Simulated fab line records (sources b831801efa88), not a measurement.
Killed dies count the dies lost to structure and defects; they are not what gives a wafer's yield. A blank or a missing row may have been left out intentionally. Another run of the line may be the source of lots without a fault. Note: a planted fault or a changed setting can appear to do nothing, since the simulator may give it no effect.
What tool caused it? + flow sky130 + Sampling: 14 lots, 42 wafers, 2 of 708 route steps

## WHAT EACH GAUGE READ, for each wafer
SKY_VIA3_BOW_MEAS_03.
| lot  | measured     | on            | VIA3_BOW (um) |
|------|--------------|---------------|---------------|
| L846 | day 38 07:20 | film metro-01 | 71 62 74      |
| L847 | day 38 21:48 | film metro-01 | 81 79 62      |
| L850 | day 39 21:30 | film metro-02 | 69 84 80      |
| L851 | day 40 01:57 | film metro-03 | 86 88 95      |
| L852 | day 40 03:41 | film metro-03 | 89 85 82      |
| L853 | day 40 12:56 | film metro-03 | 90 81 80      |
| L855 | day 41 07:05 | film metro-02 | 91 97 77      |
| L856 | day 41 18:03 | film metro-01 | 88 94 87      |
| L857 | day 41 22:05 | film metro-01 | 77 86 81      |
| L858 | day 42 06:52 | film metro-02 | 76 85 90      |
| L859 | day 42 12:41 | film metro-03 | 79 89 73      |
| L864 | day 43 18:08 | film metro-03 | 97 94 87      |
| L863 | day 43 21:37 | film metro-03 | 75 81 83      |
| L869 | day 44 22:04 | film metro-03 | 83 77 69      |

SKY_VIA3_OVL_MEAS_13.
| lot  | measured     | on         | VIA3_OVL (nm) |
|------|--------------|------------|---------------|
| L846 | day 39 08:49 | overlay-01 | -2 1 -5       |
| L847 | day 39 22:22 | overlay-01 | 0 -2 -2       |
| L850 | day 40 22:13 | overlay-01 | 6 2 4         |
| L851 | day 41 02:17 | overlay-02 | -15 -9 -14    |
| L852 | day 41 03:40 | overlay-02 | 8 9 -5        |
| L853 | day 41 13:14 | overlay-01 | -5 -15 -5     |
| L855 | day 42 07:05 | overlay-01 | -5 -4 -5      |
| L856 | day 42 17:51 | overlay-01 | -5 1 -6       |
| L857 | day 42 22:10 | overlay-01 | 15 12 8       |
| L858 | day 43 06:04 | overlay-01 | 6 5 1         |
| L859 | day 43 12:41 | overlay-01 | -3 0 -8       |
| L864 | day 44 16:58 | overlay-01 | -2 -4 -2      |
| L863 | day 44 19:43 | overlay-02 | -3 2 0        |
| L869 | day 45 19:02 | overlay-02 | 12 6 4        |

## TOOL THAT RAN EACH LOT (tool first, then ch and the chambers of the sampled wafers, then the start)
Record: no process step prior to these readings.

## WHAT THE TOOLS THEMSELVES READ (means of the sampled wafers that have a number; where no wafer has one, the mark that the record gives instead)
The record holds no such reading with a usual standard deviation.

## THE ANSWER, worked out from the rows above alone
Rule: usual is defined by the lots themselves. The widest of any qualifying gaps counts: lots, ordered by their means at a reading, are off when they make up no more than a third of the lots, leave a main group of 4 or more, and stand apart from it by 3 or more times the standard deviation of that group's means. A main group whose means are all the same, to the digits that the tables above print for the reading, isn't used. Also off: a lot with no number at a reading for which 4 or more lots have one. The other lots that the step has rows for count as sound. The gauges are gone through in route order, then the tools' own readings, and for those a lot's mean is taken as printed above. At the first step where some lot is off, the reading lying furthest off is the one used; lots without a number count as furthest.
Across all readings shown, no lot is off: no conclusion can be drawn from this.

## WHAT THE SIMULATOR HAD PUT IN
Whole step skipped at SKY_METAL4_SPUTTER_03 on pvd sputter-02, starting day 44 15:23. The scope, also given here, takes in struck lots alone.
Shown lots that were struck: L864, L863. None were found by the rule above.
